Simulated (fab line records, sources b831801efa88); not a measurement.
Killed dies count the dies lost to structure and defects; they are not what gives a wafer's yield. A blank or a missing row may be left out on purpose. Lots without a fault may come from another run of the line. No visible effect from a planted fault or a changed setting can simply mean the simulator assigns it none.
Lot-split experiment :: flow sky130 :: 27 wafers read from 5 lots, route of 708 steps

== ON THE SPLIT ==
At SKY_METAL3_SPUTTER_01 (material TiN, target thk 20 nm, time 16.7 s), the setting time-s was moved away from the recipe's 16.7 s on 12 of the 27 wafers read, by -44.5% to +45.3%. The other wafers ran this setting at the recipe's value.

The reading is taken at the split's own step.

== THE READING ==
TiN_of_METAL3_SPUTTER_01.thk-nm (the simulator's own value, which no gauge read), in nm, at SKY_METAL3_SPUTTER_01 (material TiN, target thk 20 nm, time 16.7 s). The file does not state a usual value for it. Average 19.93 nm, standard deviation 0.17 nm, over the 15 wafers here run with the recipe.

wafer: L074.1
tool, chamber at the split: pvd-sputter-02, -
time-s as run, s: 24.26
against the recipe: +45.3%
TiN_of_METAL3_SPUTTER_01.thk-nm, nm: 28.42
against lot-mates on the recipe: +8.48

wafer: L074.2
tool, chamber at the split: pvd-sputter-02, -
time-s as run, s: 16.7
against the recipe: recipe
TiN_of_METAL3_SPUTTER_01.thk-nm, nm: 19.98
against lot-mates on the recipe: -

wafer: L074.3
tool, chamber at the split: pvd-sputter-02, -
time-s as run, s: 16.7
against the recipe: recipe
TiN_of_METAL3_SPUTTER_01.thk-nm, nm: 19.96
against lot-mates on the recipe: -

wafer: L074.4
tool, chamber at the split: pvd-sputter-02, -
time-s as run, s: 16.7
against the recipe: recipe
TiN_of_METAL3_SPUTTER_01.thk-nm, nm: 19.87
against lot-mates on the recipe: -

wafer: L074.5
tool, chamber at the split: pvd-sputter-02, -
time-s as run, s: 24.26
against the recipe: +45.3%
TiN_of_METAL3_SPUTTER_01.thk-nm, nm: 28.97
against lot-mates on the recipe: +9.03

wafer: L074.6
tool, chamber at the split: pvd-sputter-02, -
time-s as run, s: 24.26
against the recipe: +45.3%
TiN_of_METAL3_SPUTTER_01.thk-nm, nm: 28.68
against lot-mates on the recipe: +8.74

wafer: L078.1
tool, chamber at the split: pvd-sputter-02, -
time-s as run, s: 9.272
against the recipe: -44.5%
TiN_of_METAL3_SPUTTER_01.thk-nm, nm: 10.96
against lot-mates on the recipe: -8.79

wafer: L078.2
tool, chamber at the split: pvd-sputter-02, -
time-s as run, s: 16.7
against the recipe: recipe
TiN_of_METAL3_SPUTTER_01.thk-nm, nm: 19.69
against lot-mates on the recipe: -

wafer: L078.3
tool, chamber at the split: pvd-sputter-02, -
time-s as run, s: 9.272
against the recipe: -44.5%
TiN_of_METAL3_SPUTTER_01.thk-nm, nm: 11.15
against lot-mates on the recipe: -8.60

wafer: L078.4
tool, chamber at the split: pvd-sputter-02, -
time-s as run, s: 9.272
against the recipe: -44.5%
TiN_of_METAL3_SPUTTER_01.thk-nm, nm: 11.04
against lot-mates on the recipe: -8.71

wafer: L078.5
tool, chamber at the split: pvd-sputter-02, -
time-s as run, s: 16.7
against the recipe: recipe
TiN_of_METAL3_SPUTTER_01.thk-nm, nm: 19.66
against lot-mates on the recipe: -

wafer: L078.6
tool, chamber at the split: pvd-sputter-02, -
time-s as run, s: 16.7
against the recipe: recipe
TiN_of_METAL3_SPUTTER_01.thk-nm, nm: 19.91
against lot-mates on the recipe: -

wafer: L075.1
tool, chamber at the split: pvd-sputter-02, -
time-s as run, s: 16.7
against the recipe: recipe
TiN_of_METAL3_SPUTTER_01.thk-nm, nm: 19.98
against lot-mates on the recipe: -

wafer: L075.3
tool, chamber at the split: pvd-sputter-02, -
time-s as run, s: 16.7
against the recipe: recipe
TiN_of_METAL3_SPUTTER_01.thk-nm, nm: 19.81
against lot-mates on the recipe: -

wafer: L075.6
tool, chamber at the split: pvd-sputter-02, -
time-s as run, s: 16.7
against the recipe: recipe
TiN_of_METAL3_SPUTTER_01.thk-nm, nm: 19.82
against lot-mates on the recipe: -

wafer: L081.1
tool, chamber at the split: pvd-sputter-04, -
time-s as run, s: 11.49
against the recipe: -31.2%
TiN_of_METAL3_SPUTTER_01.thk-nm, nm: 13.45
against lot-mates on the recipe: -6.43

wafer: L081.2
tool, chamber at the split: pvd-sputter-04, -
time-s as run, s: 16.7
against the recipe: recipe
TiN_of_METAL3_SPUTTER_01.thk-nm, nm: 19.72
against lot-mates on the recipe: -

wafer: L081.3
tool, chamber at the split: pvd-sputter-04, -
time-s as run, s: 16.7
against the recipe: recipe
TiN_of_METAL3_SPUTTER_01.thk-nm, nm: 19.84
against lot-mates on the recipe: -

wafer: L081.4
tool, chamber at the split: pvd-sputter-04, -
time-s as run, s: 16.7
against the recipe: recipe
TiN_of_METAL3_SPUTTER_01.thk-nm, nm: 20.07
against lot-mates on the recipe: -

wafer: L081.5
tool, chamber at the split: pvd-sputter-04, -
time-s as run, s: 11.49
against the recipe: -31.2%
TiN_of_METAL3_SPUTTER_01.thk-nm, nm: 13.29
against lot-mates on the recipe: -6.59

wafer: L081.6
tool, chamber at the split: pvd-sputter-04, -
time-s as run, s: 11.49
against the recipe: -31.2%
TiN_of_METAL3_SPUTTER_01.thk-nm, nm: 13.72
against lot-mates on the recipe: -6.16

wafer: L084.1
tool, chamber at the split: pvd-sputter-02, -
time-s as run, s: 16.7
against the recipe: recipe
TiN_of_METAL3_SPUTTER_01.thk-nm, nm: 20.15
against lot-mates on the recipe: -

wafer: L084.2
tool, chamber at the split: pvd-sputter-02, -
time-s as run, s: 16.7
against the recipe: recipe
TiN_of_METAL3_SPUTTER_01.thk-nm, nm: 20.23
against lot-mates on the recipe: -

wafer: L084.3
tool, chamber at the split: pvd-sputter-02, -
time-s as run, s: 23.62
against the recipe: +41.4%
TiN_of_METAL3_SPUTTER_01.thk-nm, nm: 28.6
against lot-mates on the recipe: +8.41

wafer: L084.4
tool, chamber at the split: pvd-sputter-02, -
time-s as run, s: 23.62
against the recipe: +41.4%
TiN_of_METAL3_SPUTTER_01.thk-nm, nm: 28.22
against lot-mates on the recipe: +8.03

wafer: L084.5
tool, chamber at the split: pvd-sputter-02, -
time-s as run, s: 16.7
against the recipe: recipe
TiN_of_METAL3_SPUTTER_01.thk-nm, nm: 20.2
against lot-mates on the recipe: -

wafer: L084.6
tool, chamber at the split: pvd-sputter-02, -
time-s as run, s: 23.62
against the recipe: +41.4%
TiN_of_METAL3_SPUTTER_01.thk-nm, nm: 28.61
against lot-mates on the recipe: +8.42

FIT RESULTS
A straight line over all 27 wafers: TiN_of_METAL3_SPUTTER_01.thk-nm changes by +0.201 nm for each +1% of time-s; r = +1.00; the points scatter about the line by 0.23 nm.
The same after taking each lot's own level away (the mean of its wafers on the recipe; 27 wafers): +0.197 nm for each +1%; r = +1.00; scatter 0.18 nm.
The reading moves by 8.9 nm for the largest change in time-s, on that fit.
The span of the lots' own levels, 19.753 to 20.193 nm, comes to 2.5 times the standard deviation stated above.
Hence the lot-to-lot level has little effect on the slope; both slopes agree.
Check: for one of the wafers moved furthest among these (+45.3%), held out of the fit, the line's prediction against its lot-mates is +8.98 nm. Against them it came out at +8.48 nm.

== ADDITIONAL SPLITS CARRIED BY THESE WAFERS ==
Other splits were also applied to these wafers ahead of the reading. Each is held against what the fit with the lots' levels taken away leaves over:
other split on the same wafers: SKY_VIA1_ETCH_14 time-s
wafers away from the commonest value: 6
r with TiN_of_METAL3_SPUTTER_01.thk-nm (lot level and that fit taken away): -0.14

== THE FILE'S OWN FIT ==
TiN_of_METAL3_SPUTTER_01.thk-nm changes by +0.197 nm for each +1% of time-s, r = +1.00.
